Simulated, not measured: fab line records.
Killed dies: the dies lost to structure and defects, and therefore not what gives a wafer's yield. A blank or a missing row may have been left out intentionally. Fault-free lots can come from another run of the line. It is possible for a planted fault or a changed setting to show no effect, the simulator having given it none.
fab line records -- flow sky130
record lots=10, wafers=30, last_day=50
route steps=708 shown CAP2M@605 METAL4@630 VIA4@651 METAL5@664
lots untouched by any fault: they come from a run of this same line in which no faults occurred
start_h: the number of hours between the record's first day and the start of the first shown wafer of the lot -- wait_h: hours since the lot's step before -- " repeats the value in the row above -- L1.1+2: a single row standing in for several wafers -- - either no value or no given start -- * or withheld: withheld -- < > ~ a bound
route shown NAME@n: names a module that has steps shown in the file, with the first one's number in the route -- usual: the fault-free wafers' mean and standard deviation -- same: alike in all rows -- chamber/n: place in a boat -- sites: each site's reading -- _std_site: the standard deviation of these -- _edge_site: outer sites' mean less inner sites' -- radius_mm: how far each site lies from the wafer's centre -- mask NAME#n: copy n -- behind: the most recent tool/chamber to have shaped the wafer -- hold: the reason the lot was held/the length of the hold in hours/how it ended -- device: the transistor (n, p or np) that didn't switch -- end of line: at the end of the route, the tests of the same wafers -- a step without rows: its recipe alone -- killed: at the first sort, the dies lost to defects and structure; wafer yield is something else -- map: per-die view of a wafer (x killed, . not killed, _ where there is no die)
set.NAME: setting as actually run; set.NAME@STEP: the setting as run at that earlier step -- model.NAME: the simulator's own value behind a step, which no gauge read
the route's steps for a sample of lots (tables are steps, rows are wafers)
services: from which hour (start_h, from the record's first day; less than 0 if before it) a tool's chamber was out of use, for how many hours, and why
## steps
# step SKY_CAP2M_SPUTTER_02
# recipe material=TiN, target_thk_nm=200, temp_c=300, power_w=6500, time_s=166.7, chamber_pressure_pa=0.4
# usual throttle_valve_pct=29.9/1.3
lot.wafer,tool,chamber,start_h,wait_h,throttle_valve_pct
L203.1,pvd_sputter-04,-,928.63,0.1,27.4
L203.2,pvd_sputter-04,-,928.63,0.1,30.8
L203.5,pvd_sputter-04,-,928.63,0.1,30.6
L205.3,pvd_sputter-01,-,947.51,0.0,29.9
L205.5,pvd_sputter-01,-,947.51,0.0,29.0
L205.6,pvd_sputter-01,-,947.51,0.0,28.4
L206.1,pvd_sputter-04,-,958.36,0.1,30.4
L206.4,pvd_sputter-04,-,958.36,0.1,30.3
L206.5,pvd_sputter-04,-,958.36,0.1,31.0
L207.2,pvd_sputter-04,-,960.09,0.0,30.3
L207.3,pvd_sputter-04,-,960.09,0.0,27.5
L207.5,pvd_sputter-04,-,960.09,0.0,30.4
L209.1,pvd_sputter-01,-,977.80,0.1,27.8
L209.2,pvd_sputter-01,-,977.80,0.1,30.0
L209.4,pvd_sputter-01,-,977.80,0.1,29.1
L213.2,pvd_sputter-04,-,1001.59,0.0,27.4
L213.4,pvd_sputter-04,-,1001.59,0.0,30.3
L213.6,pvd_sputter-04,-,1001.59,0.0,31.2
L217.1,pvd_sputter-04,-,1031.74,0.1,30.4
L217.3,pvd_sputter-04,-,1031.74,0.1,30.4
L217.4,pvd_sputter-04,-,1031.74,0.1,30.9
L220.1,pvd_sputter-03,-,1049.28,0.1,29.0
L220.3,pvd_sputter-03,-,1049.28,0.1,30.8
L220.4,pvd_sputter-03,-,1049.28,0.1,31.5
L223.1,pvd_sputter-03,-,1066.66,0.1,29.2
L223.4,pvd_sputter-03,-,1066.66,0.1,31.5
L223.5,pvd_sputter-03,-,1066.66,0.1,31.4
L226.1,pvd_sputter-04,-,1090.67,0.1,30.3
L226.4,pvd_sputter-04,-,1090.67,0.1,30.4
L226.6,pvd_sputter-04,-,1090.67,0.1,31.0
# step SKY_CAP2M_RS_MEAS_03
# recipe thk_meas_gauge=four-point-probe, reads=TiN_of_CAP2M_SPUTTER_02
# usual CAP2M_TIN_RS=6.92/0.088
lot.wafer,tool,chamber,start_h,wait_h,CAP2M_TIN_RS[ohm/sq]
L203.1,film_metro-02,-,928.74,0.1,6.90
L203.2,film_metro-02,-,928.74,0.1,6.89
L203.5,film_metro-02,-,928.74,0.1,6.95
L205.3,film_metro-02,-,947.66,0.1,6.93
L205.5,film_metro-02,-,947.66,0.1,6.78
L205.6,film_metro-02,-,947.66,0.1,6.86
L206.1,film_metro-02,-,958.47,0.1,6.81
L206.4,film_metro-02,-,958.47,0.1,6.84
L206.5,film_metro-02,-,958.47,0.1,6.76
L207.2,film_metro-02,-,960.22,0.1,6.96
L207.3,film_metro-02,-,960.22,0.1,6.99
L207.5,film_metro-02,-,960.22,0.1,6.92
L209.1,film_metro-04,-,977.91,0.1,6.95
L209.2,film_metro-04,-,977.91,0.1,6.98
L209.4,film_metro-04,-,977.91,0.1,6.82
L213.2,film_metro-02,-,1001.72,0.1,6.96
L213.4,film_metro-02,-,1001.72,0.1,6.37
L213.6,film_metro-02,-,1001.72,0.1,6.32
L217.1,film_metro-03,-,1031.85,0.1,6.97
L217.3,film_metro-03,-,1031.85,0.1,6.96
L217.4,film_metro-03,-,1031.85,0.1,6.30
L220.1,film_metro-04,-,1049.39,0.1,6.82
L220.3,film_metro-04,-,1049.39,0.1,6.87
L220.4,film_metro-04,-,1049.39,0.1,6.80
L223.1,film_metro-03,-,1066.76,0.1,7.02
L223.4,film_metro-03,-,1066.76,0.1,7.00
L223.5,film_metro-03,-,1066.76,0.1,6.96
L226.1,film_metro-03,-,1090.78,0.1,6.96
L226.4,film_metro-03,-,1090.78,0.1,6.96
L226.6,film_metro-03,-,1090.78,0.1,6.84
# step SKY_CAP2M_THK_MEAS_04
# recipe thk_meas_gauge=xrf, reads=TiN_of_CAP2M_SPUTTER_02
# usual CAP2M_TIN_THK=196.9/2.3
lot.wafer,tool,chamber,start_h,wait_h,CAP2M_TIN_THK[nm]
L203.1,film_metro-02,-,928.86,0.1,197.8
L203.2,film_metro-02,-,928.86,0.1,199.6
L203.5,film_metro-02,-,928.86,0.1,195.9
L205.3,film_metro-02,-,947.76,0.1,196.9
L205.5,film_metro-02,-,947.76,0.1,199.9
L205.6,film_metro-02,-,947.76,0.1,198.2
L206.1,film_metro-02,-,958.59,0.1,199.4
L206.4,film_metro-02,-,958.59,0.1,198.7
L206.5,film_metro-02,-,958.59,0.1,201.1
L207.2,film_metro-02,-,960.33,0.1,195.0
L207.3,film_metro-02,-,960.33,0.1,193.8
L207.5,film_metro-02,-,960.33,0.1,195.8
L209.1,film_metro-04,-,978.03,0.1,195.5
L209.2,film_metro-04,-,978.03,0.1,195.8
L209.4,film_metro-04,-,978.03,0.1,200.0
L213.2,film_metro-02,-,1001.83,0.1,194.5
L213.4,film_metro-02,-,1001.83,0.1,212.3
L213.6,film_metro-02,-,1001.83,0.1,214.5
L217.1,film_metro-03,-,1031.97,0.1,195.5
L217.3,film_metro-03,-,1031.97,0.1,195.8
L217.4,film_metro-03,-,1031.97,0.1,216.5
L220.1,film_metro-04,-,1049.51,0.1,200.7
L220.3,film_metro-04,-,1049.51,0.1,200.0
L220.4,film_metro-04,-,1049.51,0.1,201.3
L223.1,film_metro-03,-,1066.88,0.1,194.1
L223.4,film_metro-03,-,1066.88,0.1,195.5
L223.5,film_metro-03,-,1066.88,0.1,195.8
L226.1,film_metro-03,-,1090.90,0.1,195.8
L226.4,film_metro-03,-,1090.90,0.1,195.4
L226.6,film_metro-03,-,1090.90,0.1,198.6
# step SKY_CAP2M_METAL_ETCH_13
# recipe target_depth_nm=220, stop_on=SiO2, chemistry=Cl2/BCl3, target=TiN, pressure_mtorr=10, icp_w=900, bias_w=48.5, Cl2_flow_sccm=60, bcl3_flow_sccm=30, time_s=62.9
# usual drypump_motor_current_A=6.0/0.39, mfc_cl2_sccm=60.01/0.18, oes_product_au=0.940/0.0082, throttle_valve_pct=21.902/0.011
lot.wafer,tool,chamber,start_h,wait_h,drypump_motor_current_A,mfc_cl2_sccm,oes_product_au,rf_hours_counter_h,throttle_valve_pct
L203.1,rie_metal-02,0,953.28,0.0,5.8,60.05,0.941,6,21.923
L203.2,rie_metal-02,1,953.28,0.0,6.5,59.89,0.943,0,21.907
L203.5,rie_metal-02,1,953.28,0.0,6.5,60.13,0.937,-,21.888
L205.3,rie_metal-02,0,971.45,0.0,5.8,60.03,0.940,-,21.907
L205.5,rie_metal-02,1,971.45,0.0,6.5,60.27,0.946,-,21.905
L205.6,rie_metal-02,0,971.45,0.0,5.8,60.32,0.941,-,21.889
L206.1,rie_metal-02,1,981.88,0.0,6.5,60.04,0.953,1,21.896
L206.4,rie_metal-02,1,981.88,0.0,6.5,59.86,0.944,-,21.887
L206.5,rie_metal-02,0,981.88,0.0,5.8,60.17,0.949,-,21.891
L207.2,rie_metal-01,0,983.15,0.0,6.2,60.21,0.928,18,21.905
L207.3,rie_metal-01,1,983.15,0.0,6.2,59.94,0.932,-,21.915
L207.5,rie_metal-01,0,983.15,0.0,6.2,60.03,0.941,-,21.925
L209.1,rie_metal-04,1,1001.43,0.0,5.3,60.11,0.937,8,21.906
L209.2,rie_metal-04,0,1001.43,0.0,5.8,60.53,0.938,5,21.895
L209.4,rie_metal-04,1,1001.43,0.0,5.4,60.22,0.948,-,21.904
L213.2,rie_metal-02,1,1025.27,0.0,6.5,59.75,0.937,4,21.915
L213.4,rie_metal-02,1,1025.27,0.0,6.5,60.00,0.989,-,21.885
L213.6,rie_metal-02,1,1025.27,0.0,6.5,59.81,0.989,-,21.886
L217.1,rie_metal-02,1,1055.07,0.0,6.5,59.73,0.935,6,21.912
L217.3,rie_metal-02,1,1055.07,0.0,6.5,59.99,0.934,-,21.897
L217.4,rie_metal-02,0,1055.07,0.0,5.8,59.78,0.982,-,21.872
L220.1,rie_metal-02,1,1071.48,0.0,6.6,60.16,0.954,7,21.886
L220.3,rie_metal-02,0,1071.48,0.0,5.8,60.20,0.951,-,21.894
L220.4,rie_metal-02,1,1071.48,0.0,6.6,60.22,0.951,-,21.896
L223.1,rie_metal-02,1,1086.62,0.0,6.5,60.03,0.933,8,21.921
L223.4,rie_metal-02,0,1086.62,0.0,5.8,59.94,0.934,-,21.897
L223.5,rie_metal-02,1,1086.62,0.0,6.5,60.07,0.934,-,21.904
L226.1,rie_metal-04,1,1110.97,0.0,5.4,60.00,0.930,15,21.898
L226.4,rie_metal-04,0,1110.97,0.0,5.8,59.95,0.936,-,21.904
L226.6,rie_metal-04,1,1110.97,0.0,5.4,60.11,0.944,-,21.892
# step SKY_METAL4_OVL_MEAS_14
# usual METAL4_OVL=5/6.7
lot.wafer,tool,chamber,start_h,wait_h,METAL4_OVL[nm]
L203.1,overlay-01,-,978.12,0.1,2
L203.2,overlay-01,-,978.12,0.1,-2
L203.5,overlay-01,-,978.12,0.1,2
L205.3,overlay-01,-,995.52,0.1,-1
L205.5,overlay-01,-,995.52,0.1,-2
L205.6,overlay-01,-,995.52,0.1,-3
L206.1,overlay-01,-,1006.29,0.1,3
L206.4,overlay-01,-,1006.29,0.1,9
L206.5,overlay-01,-,1006.29,0.1,4
L207.2,overlay-01,-,1006.65,0.1,11
L207.3,overlay-01,-,1006.65,0.1,4
L207.5,overlay-01,-,1006.65,0.1,11
L209.1,overlay-01,-,1026.05,0.1,-1
L209.2,overlay-01,-,1026.05,0.1,1
L209.4,overlay-01,-,1026.05,0.1,-6
L213.2,overlay-01,-,1049.40,0.1,2
L213.4,overlay-01,-,1049.40,0.1,1
L213.6,overlay-01,-,1049.40,0.1,4
L217.1,overlay-01,-,1077.15,0.1,21
L217.3,overlay-01,-,1077.15,0.1,14
L217.4,overlay-01,-,1077.15,0.1,8
L220.1,overlay-01,-,1093.35,0.1,0
L220.3,overlay-01,-,1093.35,0.1,-3
L220.4,overlay-01,-,1093.35,0.1,-12
L223.1,overlay-02,-,1107.61,0.1,5
L223.4,overlay-02,-,1107.61,0.1,7
L223.5,overlay-02,-,1107.61,0.1,2
L226.1,overlay-01,-,1131.95,0.1,9
L226.4,overlay-01,-,1131.95,0.1,9
L226.6,overlay-01,-,1131.95,0.1,11
# step SKY_VIA4_ETCH_12
# recipe target=SiO2, chemistry=C4F8/O2/Ar, stop_on=TiN, mask_material=NOVOLAK, source_w=1500, bias_w=1200, pressure_mtorr=40, c4f8_flow_sccm=withheld, O2_flow_sccm=6, Ar_flow_sccm=300, time_s=withheld, target_depth_a=5800
# usual oes_product_au=0.926/0.0045
lot.wafer,tool,chamber,start_h,wait_h,oes_product_au
L203.1,rie_diel-04,1,1002.31,0.0,0.918
L203.2,rie_diel-04,3,1002.31,0.0,0.921
L203.5,rie_diel-04,3,1002.31,0.0,0.914
L205.3,rie_diel-02,2,1020.83,0.0,0.931
L205.5,rie_diel-02,2,1020.83,0.0,0.926
L205.6,rie_diel-02,0,1020.83,0.0,0.925
L206.1,rie_diel-04,3,1031.60,0.0,0.927
L206.4,rie_diel-04,1,1031.60,0.0,0.925
L206.5,rie_diel-04,2,1031.60,0.0,0.921
L207.2,rie_diel-01,3,1031.66,0.0,0.934
L207.3,rie_diel-01,2,1031.66,0.0,0.926
L207.5,rie_diel-01,1,1031.66,0.0,0.929
L209.1,rie_diel-01,0,1051.30,0.0,0.924
L209.2,rie_diel-01,2,1051.30,0.0,0.924
L209.4,rie_diel-01,1,1051.30,0.0,0.926
L213.2,rie_diel-04,0,1073.41,0.0,0.918
L213.4,rie_diel-04,1,1073.41,0.0,0.923
L213.6,rie_diel-04,1,1073.41,0.0,0.936
L217.1,rie_diel-02,0,1099.30,0.0,0.924
L217.3,rie_diel-02,3,1099.30,0.0,0.920
L217.4,rie_diel-02,2,1099.30,0.0,0.929
L220.1,rie_diel-04,2,1115.13,0.0,0.927
L220.3,rie_diel-04,0,1115.13,0.0,0.929
L220.4,rie_diel-04,1,1115.13,0.0,0.925
L223.1,rie_diel-02,2,1129.16,0.0,0.930
L223.4,rie_diel-02,0,1129.16,0.0,0.920
L223.5,rie_diel-02,3,1129.16,0.0,0.926
L226.1,rie_diel-01,1,1151.96,0.0,0.914
L226.4,rie_diel-01,2,1151.96,0.0,0.929
L226.6,rie_diel-01,3,1151.96,0.0,0.928
# step SKY_METAL5_SPUTTER_03
# recipe material=Ti, target_thk_nm=5, power_w=3000, time_s=3.3, chamber_pressure_pa=0.4
# usual throttle_valve_pct=29.6/1.2
lot.wafer,tool,chamber,start_h,wait_h,throttle_valve_pct
L203.1,pvd_sputter-03,-,1004.12,0.0,29.2
L203.2,pvd_sputter-03,-,1004.12,0.0,31.4
L203.5,pvd_sputter-03,-,1004.12,0.0,30.4
L205.3,pvd_sputter-03,-,1022.46,0.0,30.7
L205.5,pvd_sputter-03,-,1022.46,0.0,30.7
L205.6,pvd_sputter-03,-,1022.46,0.0,29.1
L206.1,pvd_sputter-03,-,1033.16,0.0,30.7
L206.4,pvd_sputter-03,-,1033.16,0.0,30.6
L206.5,pvd_sputter-03,-,1033.16,0.0,31.2
L207.2,pvd_sputter-04,-,1033.41,0.0,27.5
L207.3,pvd_sputter-04,-,1033.41,0.0,30.1
L207.5,pvd_sputter-04,-,1033.41,0.0,30.5
L209.1,pvd_sputter-02,-,1052.96,0.0,29.1
L209.2,pvd_sputter-02,-,1052.96,0.0,28.0
L209.4,pvd_sputter-02,-,1052.96,0.0,29.9
L213.2,pvd_sputter-02,-,1074.87,0.0,29.0
L213.4,pvd_sputter-02,-,1074.87,0.0,29.7
L213.6,pvd_sputter-02,-,1074.87,0.0,28.6
L217.1,pvd_sputter-02,-,1101.02,0.0,28.7
L217.3,pvd_sputter-02,-,1101.02,0.0,29.4
L217.4,pvd_sputter-02,-,1101.02,0.0,28.0
L220.1,pvd_sputter-02,-,1116.58,0.0,29.4
L220.3,pvd_sputter-02,-,1116.58,0.0,29.9
L220.4,pvd_sputter-02,-,1116.58,0.0,29.4
L223.1,pvd_sputter-04,-,1130.84,0.0,27.3
L223.4,pvd_sputter-04,-,1130.84,0.0,30.9
L223.5,pvd_sputter-04,-,1130.84,0.0,27.4
L226.1,pvd_sputter-03,-,1153.46,0.0,30.7
L226.4,pvd_sputter-03,-,1153.46,0.0,31.2
L226.6,pvd_sputter-03,-,1153.46,0.0,31.6
## services
tool,chamber,start_h,hours,kind
rie_diel-01,3,917.23,13.5,repair
rie_diel-01,0,921.76,1.3,repair
rie_metal-04,-,928.18,2.5,repair
pvd_sputter-04,-,929.15,1.2,repair
rie_diel-04,0,937.20,15.7,repair
rie_diel-04,3,944.74,5.1,repair
rie_diel-04,3,957.27,6.1,repair
rie_diel-02,-,959.69,2.8,pm
pvd_sputter-01,-,964.88,5.1,repair
pvd_sputter-01,-,975.40,0.6,repair
rie_diel-02,3,979.19,4.8,repair
rie_metal-04,-,980.25,7.6,repair
pvd_sputter-01,-,992.24,2.5,repair
pvd_sputter-04,-,1007.05,11.3,repair
rie_diel-02,1,1013.81,16.5,repair
pvd_sputter-01,-,1015.50,1.3,repair
rie_metal-02,-,1019.13,0.2,repair
rie_diel-02,0,1028.69,2.1,repair
rie_metal-01,0,1049.96,76.4,repair
rie_diel-02,2,1057.00,4.5,repair
rie_metal-04,-,1059.47,2.4,repair
pvd_sputter-04,-,1064.30,8.0,repair
pvd_sputter-01,-,1089.25,4.3,repair
rie_diel-02,1,1123.26,8.6,repair
## key
first_sign step=SKY_CAP2M_RS_MEAS_03, reading=CAP2M_TIN_RS, direction=down, sigmas=6.7, usual=6.92, struck=6.33
effect step=SKY_CAP2M_THK_MEAS_04, reading=CAP2M_TIN_THK, direction=up, sigmas=7.6, usual=196.9, struck=214.4
effect step=SKY_CAP2M_METAL_ETCH_13, reading=oes_product_au, direction=up, sigmas=5.7, usual=0.940, struck=0.987
met_at SKY_CAP2M_SPUTTER_02
struck_lots L213,L217
struck_wafers L213.4,L213.6,L217.4
not_acting_at SKY_METAL4_OVL_MEAS_14,SKY_VIA4_ETCH_12,SKY_METAL5_SPUTTER_03
onset_between 960.09 1001.59
fault kind=process_parameter_drift, tool=pvd_sputter-04, chamber=-, onset_h=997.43, steps=SKY_CAP2M_SPUTTER_02, channel=target_thk_nm, offset=18.619, shape=step, end_h=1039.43, scope=struck_wafers_only, acts_in=these_recipes_only, stated=200
